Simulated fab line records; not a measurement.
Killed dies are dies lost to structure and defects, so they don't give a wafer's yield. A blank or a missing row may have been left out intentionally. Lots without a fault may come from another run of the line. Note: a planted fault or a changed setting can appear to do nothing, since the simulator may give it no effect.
fab line records    flow sky130
record lots=7  wafers=21  lastDay=50
route steps=708 shown SALICIDE@361 LI_CONTACT@362
lots that met no fault: taken from a fault-free run of the same line
startH: hours from the record's first day to the start of the lot's first wafer shown    waitH: hours from the lot's prior step to this one    " as in the row above    L1.1+2: a row that stands for several wafers    - no value, or no start was given    * or withheld: withheld    < > ~ a bound
route shown NAME@n: NAME is a module with steps in the file, n the number in the route of the first one    usual: average and standard deviation across the fault-free wafers    same: alike in all rows    chamber/n: place in a boat    sites: readings site by site    _std_site: standard deviation of those values    _edge_site: mean of outer sites minus mean of inner sites    radiusMm: how far each site lies from the wafer's centre    mask NAME#n: copy n    behind: tool/chamber where the wafer was last shaped    hold: what put the lot on hold/how long, in hours/how the hold closed    device: whichever transistor did not switch (one of n, p or np)    end of line: at the end of the route, the tests of the same wafers    a step without rows: its recipe alone    killed: dies that structure and defects cost at the first sort, which is not the same as the wafer's yield    map: shows each die of a wafer: x if killed, . if not, _ if none is there
set.NAME: the setting that was run; set.NAME@STEP: the one run at that earlier step    model.NAME: the simulator's own value behind a step, which no gauge read
lots seen at some steps along the route; tables by step, rows by wafer
services: from which hour (startH, from the record's first day; less than 0 if before it) a tool's chamber was out of use, for how many hours, and why
## steps
# step SKY_SALICIDE_CLEAN_00
# recipe chemistry=HF-last  timeS=30  dilution=100:1  dry=ipaMarangoni
# step SKY_LI_CONTACT_HDPCVD_00
# recipe material=PSG  targetThkNm=930  sigmaOpenFrac=0.3  timeS=155  tempC=600  sih4FlowSccm=60  pressureMtorr=6
# step SKY_LI_CONTACT_THK_MEAS_01
# recipe reads=PSG_of_LI_CONTACT_HDPCVD_00
# usual LI_CONTACT_HDPCVD_THK=929/11
lot.wafer  tool          chamber  startH  waitH  LI_CONTACT_HDPCVD_THK[nm]
L955.2     filmMetro-04  -        708.91  0.1    940
L955.5     "             -        "       "      934
L955.6     "             -        "       "      907
L960.2     filmMetro-04  -        747.17  0.1    924
L960.4     "             -        "       "      920
L960.5     "             -        "       "      918
L959.2     filmMetro-03  -        751.48  0.1    924
L959.3     "             -        "       "      927
L959.6     "             -        "       "      926
L961.2     filmMetro-04  -        765.01  0.1    926
L961.3     "             -        "       "      938
L961.6     "             -        "       "      917
L965.3     filmMetro-04  -        784.32  0.1    908
L965.4     "             -        "       "      939
L965.6     "             -        "       "      927
L971.1     filmMetro-01  -        839.63  0.1    929
L971.2     "             -        "       "      917
L971.6     "             -        "       "      920
L970.2     filmMetro-01  -        840.29  0.1    931
L970.4     "             -        "       "      930
L970.6     "             -        "       "      923
# step SKY_LI_CONTACT_CMP_02
# recipe material=PSG  downForcePsi=4  platenRpm=60  padVelocityMS=0.94248
# usual headPressurePsi=4.000/0.0084  motorCurrentA=11.5/1.2  timeToEndpointS=31/3.5
lot.wafer  tool    chamber  startH  waitH  headPressurePsi  motorCurrentA  timeToEndpointS
L955.2     cmp-02  3        709.06  0.1    4.001            10.4           33
L955.6     "       1        "       "      4.000            11.3           27
L955.5     "       2        "       "      4.005            10.5           34
L960.2     cmp-01  2        747.27  0.1    3.995            13.1           37
L960.4     "       3        "       "      3.997            11.8           33
L960.5     "       1        "       "      3.996            11.3           36
L959.2     cmp-01  3        751.53  0.0    3.996            11.8           34
L959.3     "       1        "       "      4.007            11.3           37
L959.6     "       0        "       "      4.000            10.2           32
L961.2     cmp-02  3        765.06  0.0    3.991            10.4           37
L961.3     "       2        "       "      3.993            10.8           35
L961.6     "       3        "       "      4.004            9.8            34
L965.4     cmp-01  1        784.41  0.1    3.998            11.3           35
L965.3     "       3        "       "      4.007            12.5           33
L965.6     "       0        "       "      3.998            10.2           30
L971.2     cmp-01  0        839.69  0.0    3.994            10.2           27
L971.1     "       1        "       "      3.989            11.0           31
L971.6     "       1        "       "      3.990            11.2           30
L970.2     cmp-01  2        840.34  0.0    3.995            13.7           32
L970.4     "       3        "       "      3.996            12.5           29
L970.6     "       3        "       "      4.007            12.4           28
# step SKY_LI_CONTACT_BOW_MEAS_03
# recipe mode=bow
# usual LI_CONTACT_BOW=57/6.5
lot.wafer  tool          chamber  startH  waitH  LI_CONTACT_BOW[um]
L955.2     filmMetro-03  -        709.28  0.2    55
L955.5     "             -        "       "      61
L955.6     "             -        "       "      52
L960.2     filmMetro-01  -        747.54  0.2    69
L960.4     "             -        "       "      56
L960.5     "             -        "       "      60
L959.2     filmMetro-01  -        751.85  0.3    53
L959.3     "             -        "       "      50
L959.6     "             -        "       "      53
L961.2     filmMetro-03  -        765.38  0.3    58
L961.3     "             -        "       "      57
L961.6     "             -        "       "      60
L965.3     filmMetro-03  -        784.70  0.1    65
L965.4     "             -        "       "      57
L965.6     "             -        "       "      61
L971.1     filmMetro-01  -        839.99  0.2    73
L971.2     "             -        "       "      41
L971.6     "             -        "       "      60
L970.2     filmMetro-03  -        840.66  0.3    63
L970.4     "             -        "       "      47
L970.6     "             -        "       "      55
# step SKY_LI_CONTACT_DEHYDRATE_04
# recipe tempC=200  timeS=60
# step SKY_LI_CONTACT_HMDS_05
# recipe primeTimeS=60  primeTempC=120
# step SKY_LI_CONTACT_COAT_06
# recipe resist=BARC  tempC=withheld  timeS=withheld  spinRpm=3000  resistThkNm=60
# step SKY_LI_CONTACT_COAT_07
# recipe resist=KrF-thick  spinRpm=3000  resistThkNm=450
# step SKY_LI_CONTACT_SOFTBAKE_08
# recipe tempC=100  timeS=90  resist=KrF-thick
# step SKY_LI_CONTACT_EXPOSE_09
# recipe maskId=LICM1  na=0.8  sourceShape=annular  sigmaInner=0.55  sigmaOuter=0.85  targetCdNm=170  doseMj=38.78
# step SKY_LI_CONTACT_PEB_10
# recipe pebTempC=withheld  pebTimeS=withheld  resist=KrF-thick
# step SKY_LI_CONTACT_DEVELOP_11
# recipe developTimeS=60  resist=KrF-thick  devTempC=21
# usual chillPlateTempC=22.99/0.11  developTimeS=60/0
lot.wafer  tool           chamber  startH  waitH  chillPlateTempC  developTimeS  model.KrF-thick_of_LI_CONTACT_COAT_07.thkNm
L955.2     lithoTrack-04  0        737     -      22.99            60            438.7
L955.5     "              0        "       "      23.01            60            437.1
L955.6     "              0        "       "      23.07            60            439.2
L960.2     lithoTrack-04  -        774     -      -                -             452.1
L960.4     "              -        "       "      -                -             452.4
L960.5     "              -        "       "      -                -             453.7
L959.2     lithoTrack-04  -        779     -      -                -             450.7
L959.3     "              -        "       "      -                -             450.8
L959.6     "              -        "       "      -                -             452.2
L961.2     lithoTrack-01  -        791     -      -                -             451.4
L961.3     "              -        "       "      -                -             451.7
L961.6     "              -        792     -      -                -             451.9
L965.3     lithoTrack-01  0        810     -      23.05            60            438.4
L965.4     "              0        "       "      22.94            60            440.9
L965.6     "              0        "       "      23.09            60            440.4
L971.1     lithoTrack-02  0        866     -      22.88            60            438.6
L971.2     "              0        "       "      22.72            60            437.5
L971.6     "              0        "       "      22.98            60            437.6
L970.2     lithoTrack-02  0        866     -      22.94            60            436
L970.4     "              0        "       "      22.98            60            435.8
L970.6     "              0        "       "      22.92            60            435.3
# step SKY_LI_CONTACT_CD_MEAS_12
# recipe targetCdNm=170
# usual cdNm=169.8/1.4
lot.wafer  tool      chamber  startH  waitH  cdNm
L955.2     cdSem-02  -        737.65  -      167.2
L955.5     "         -        "       "      168.7
L955.6     "         -        "       "      166.5
L960.2     cdSem-01  -        774.80  -      -
L960.4     "         -        "       "      -
L960.5     "         -        "       "      -
L959.2     cdSem-01  -        779.90  -      -
L959.3     "         -        "       "      -
L959.6     "         -        "       "      -
L961.2     cdSem-01  -        792.09  -      -
L961.3     "         -        "       "      -
L961.6     "         -        "       "      -
L965.3     cdSem-02  -        810.76  -      168.0
L965.4     "         -        "       "      168.7
L965.6     "         -        "       "      168.8
L971.1     cdSem-01  -        866.62  -      171.0
L971.2     "         -        "       "      170.7
L971.6     "         -        "       "      172.5
L970.2     cdSem-01  -        866.99  -      169.2
L970.4     "         -        "       "      168.9
L970.6     "         -        "       "      168.6
## services
tool    chamber  startH  hours  kind
cmp-01  -        687.04  7.7    pm
cmp-02  -        744.00  4.0    pm
cmp-02  -        748.00  -      consumableReplace:conditioner
cmp-02  -        748.00  -      consumableReplace:pad
cmp-01  -        754.60  0.4    repair
cmp-01  -        761.44  1.8    repair
cmp-01  -        766.44  0.6    repair
cmp-02  -        854.05  4.4    pm
## key
firstSign step=SKY_LI_CONTACT_DEVELOP_11  reading=toolRecord  direction=missing
effect none on later readings
modelEffect step=SKY_LI_CONTACT_DEVELOP_11  value=KrF-thick_of_LI_CONTACT_COAT_07.thkNm  without=437.8  struck=451.9
metAt SKY_LI_CONTACT_DEVELOP_11
struckWafers L959.2,L959.3,L959.6,L960.2,L960.4,L960.5,L961.2,L961.3,L961.6
laterRowsLeftOut L959.2,L959.3,L959.6,L960.2,L960.4,L960.5,L961.2,L961.3,L961.6
sortLeftOut L959.2,L959.3,L959.6,L960.2,L960.4,L960.5,L961.2,L961.3,L961.6
testerLeftOut L959,L960,L961
onsetBetween 737 774
fault kind=skippedStepWhole  tool=lithoTrack-01,lithoTrack-04  chamber=-  onsetH=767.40  steps=SKY_LI_CONTACT_DEVELOP_11  scope=struckLotsOnly
# testerLeftOut: of these lots the tester's yield and bins aren't shown, on N5 and GAA mostly nor the transistor test; their killed dies are dies lost to structure and defects alone, not to doping, threshold or leakage, so they don't give the yield
# sortLeftOut: the simulated sort isn't trusted on such a fault, so these wafers' sort isn't shown, and their yield isn't known
# laterRowsLeftOut: the simulator's readings of these wafers behind a module that went badly wrong aren't trusted and aren't shown, but for the sort
